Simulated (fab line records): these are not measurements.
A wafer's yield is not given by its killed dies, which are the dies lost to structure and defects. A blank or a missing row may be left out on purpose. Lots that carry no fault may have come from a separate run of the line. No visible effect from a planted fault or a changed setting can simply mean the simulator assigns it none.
Split-lot trial | flow sfqLine | 5 lots, 23 wafers read, on a route of 325 steps

THE SPLIT ITSELF
At SFQ_TRILAYER_C5_LITHO_COAT_151 (resist thk 650 nm), the setting spinRpm was moved away from the recipe's 3000 rpm on 10 of the 23 wafers read, by +1.9% to +6.9%. For the rest of the wafers, this setting stayed at what the recipe calls for.

The reading is taken at the split's own step.

THE READING
KrF_of_TRILAYER_C5_LITHO_COAT_151.thkNm (the simulator's own value, which no gauge read), in nm, at SFQ_TRILAYER_C5_LITHO_COAT_151 (resist thk 650 nm). The file gives no usual value for it. Average 648.9 nm, standard deviation 1.5 nm, over the 13 wafers here run with the recipe.

wafer  | tool, chamber at the split | spinRpm as run, rpm | against the recipe | KrF_of_TRILAYER_C5_LITHO_COAT_151.thkNm, nm | against lot-mates on the recipe
L074.2 | lithoTrack-01, 0           | 3000                | recipe             | 650                                         | -
L074.4 | lithoTrack-01, 0           | 3000                | recipe             | 648.7                                       | -
L074.6 | lithoTrack-01, 0           | 3000                | recipe             | 647.9                                       | -
L075.1 | lithoTrack-02, 0           | 3000                | recipe             | 647.6                                       | -
L075.2 | lithoTrack-02, 0           | 3000                | recipe             | 648.5                                       | -
L075.4 | lithoTrack-02, 0           | 3000                | recipe             | 650.3                                       | -
L075.5 | lithoTrack-02, 0           | 3068                | +2.3%              | 642.3                                       | -6.5
L075.6 | lithoTrack-02, 0           | 3068                | +2.3%              | 643.1                                       | -5.7
L078.1 | lithoTrack-02, 0           | 3056                | +1.9%              | 643.3                                       | -5.6
L078.3 | lithoTrack-02, 0           | 3056                | +1.9%              | 645.6                                       | -3.3
L078.4 | lithoTrack-02, 0           | 3056                | +1.9%              | 643.4                                       | -5.5
L078.5 | lithoTrack-02, 0           | 3000                | recipe             | 648.5                                       | -
L078.6 | lithoTrack-02, 0           | 3000                | recipe             | 649.3                                       | -
L083.1 | lithoTrack-01, 0           | 3000                | recipe             | 651.2                                       | -
L083.2 | lithoTrack-01, 0           | 3072                | +2.4%              | 642.4                                       | -9.3
L083.4 | lithoTrack-01, 0           | 3072                | +2.4%              | 645.2                                       | -6.5
L083.5 | lithoTrack-01, 0           | 3072                | +2.4%              | 644                                         | -7.7
L083.6 | lithoTrack-01, 0           | 3000                | recipe             | 652.1                                       | -
L085.1 | lithoTrack-04, 0           | 3000                | recipe             | 647.3                                       | -
L085.2 | lithoTrack-04, 0           | 3000                | recipe             | 646.4                                       | -
L085.3 | lithoTrack-04, 0           | 3000                | recipe             | 648.5                                       | -
L085.4 | lithoTrack-04, 0           | 3207                | +6.9%              | 626.2                                       | -21.2
L085.6 | lithoTrack-04, 0           | 3207                | +6.9%              | 627                                         | -20.4

FIT RESULTS
A straight line over all 23 wafers: KrF_of_TRILAYER_C5_LITHO_COAT_151.thkNm changes by -3.1 nm for each +1% of spinRpm; r = -0.97; the points scatter about the line by 1.7 nm.
The same after taking each lot's own level away (the mean of its wafers on the recipe; 23 wafers): -3 nm for each +1%; r = -0.99; scatter 0.99 nm.
Per that fit: largest spinRpm move, reading shift of 21 nm.
Across the lots, their own levels run from 647.40 to 651.65 nm, a range of 2.8 times the standard deviation given above.
Hence the lot-to-lot level has little effect on the slope; both slopes agree.
Check: -20.3 nm against its lot-mates is what the line predicts for one of the wafers moved furthest among these (+6.9%) when that wafer is left out of the fit. Against them it came out at -21.2 nm.

FILE'S OWN FIT
KrF_of_TRILAYER_C5_LITHO_COAT_151.thkNm changes by -2.99 nm for each +1% of spinRpm, r = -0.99.
